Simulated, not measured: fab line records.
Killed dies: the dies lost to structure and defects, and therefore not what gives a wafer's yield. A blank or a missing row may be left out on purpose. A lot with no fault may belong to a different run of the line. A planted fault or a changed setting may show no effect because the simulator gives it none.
Code-filled problem report in 8D (eight disciplines) form | flow sky130 | the parts of the form that need people (team, actions taken, sign-off) are left out

## 1. THE PROBLEM
PWDE_TW at SKY_PWDE_TW_MEAS_10 reads a mean of 30 on 3 wafers of 2 lots; wafers without a fault read 373 with a standard deviation of 3.5. Relative to the usual mean, that is a shift of -98 standard deviations.
First seen on wafer L987.3, day 8 07:59, on filmMetro-02. At this step, 42 wafers from 14 lots have a number in the record. Rule for "out", or "out of limits": more than 4 standard deviations from the usual mean. The rest of the wafers with a number are treated as sound.

## 2. WHAT IT IS, AND WHAT IT ISN'T
question                    | is                         | is not
which readings at this step | PWDE_TW                    | -
which lots                  | L987, L991                 | L969, L970, L972, L974, L978, L979, L980, L981, L983, L986, L988, L990
which wafers of those lots  | L987.3, L991.3, L991.6     | L987.1, L987.4, L991.1
read on which gauges        | filmMetro-02, filmMetro-03 | filmMetro-04
when                        | from day 8 07:59           | up to then (32 sound wafers); but 7 sound wafers of L988, L990, L991 came after

## 3. THE SUSPECTS, EACH WITH WHAT RULES IT OUT
Counting: if a tool at a process step up to the reading ran every lot that is out, it stays a suspect. Sound lots after the first of them don't rule it out here, since some wafers of a struck lot are sound.
- the gauge at SKY_PWDE_TW_MEAS_10 is ruled out. The wafers that are out were read on 2 gauges (filmMetro-02, filmMetro-03).
- lithoTrack-02 at SKY_PWDE_DEVELOP_06 (develop time 60 s): kept. It processed each lot that is out (first: L987, day 8 07:00); up to then, its last sound lot is L986 (day 8 01:00).
The count leaves lithoTrack-02 at SKY_PWDE_DEVELOP_06.

## 4. THE CAUSE (what the simulator had put in)
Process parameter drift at SKY_PWDE_DEVELOP_06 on lithoTrack-02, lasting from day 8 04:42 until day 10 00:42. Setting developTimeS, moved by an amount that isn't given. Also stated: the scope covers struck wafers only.
The count eliminated every tool but this one.

## 5. THE CHAIN OF EFFECTS, in route order
Each row: a reading whose mean over the struck wafers that have a number lies more than 3 standard deviations from the usual. Scope: only readings with a usual standard deviation given in the record; hours: median across lots of the time from each lot's start at the first step in this table that gives one to its start at this step; sigmas: change in usual standard deviations.
hours | step                | reading | usual | on struck wafers | change | sigmas
0     | SKY_PWDE_TW_MEAS_10 | PWDE_TW | 373   | 30               | -343   | -98
Readings that are blank on the struck wafers while sound wafers have them: PWDE_OVL at SKY_PWDE_OVL_MEAS_07.
Later steps that measure or inspect, where all struck wafers having a row at the step show a number for every such reading and not one has moved that far: SKY_NWELL_OVL_MEAS_10.

## 6. WHAT WOULD HAVE CAUGHT IT SOONER
In this record the first reading out of limits at a measuring or inspecting step was taken at day 8 07:59, 3 hours after the fault began at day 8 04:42.
Between SKY_PWDE_DEVELOP_06 and SKY_PWDE_TW_MEAS_10, SKY_PWDE_OVL_MEAS_07 gave no PWDE_OVL on the struck wafers, where sound wafers have one: a measuring or inspecting step that comes back empty is itself a sign.
Lots out: 2; of these, L991 started SKY_PWDE_DEVELOP_06 on lithoTrack-02 after day 8 07:59. Had the tool been put on hold then, it would have been spared.
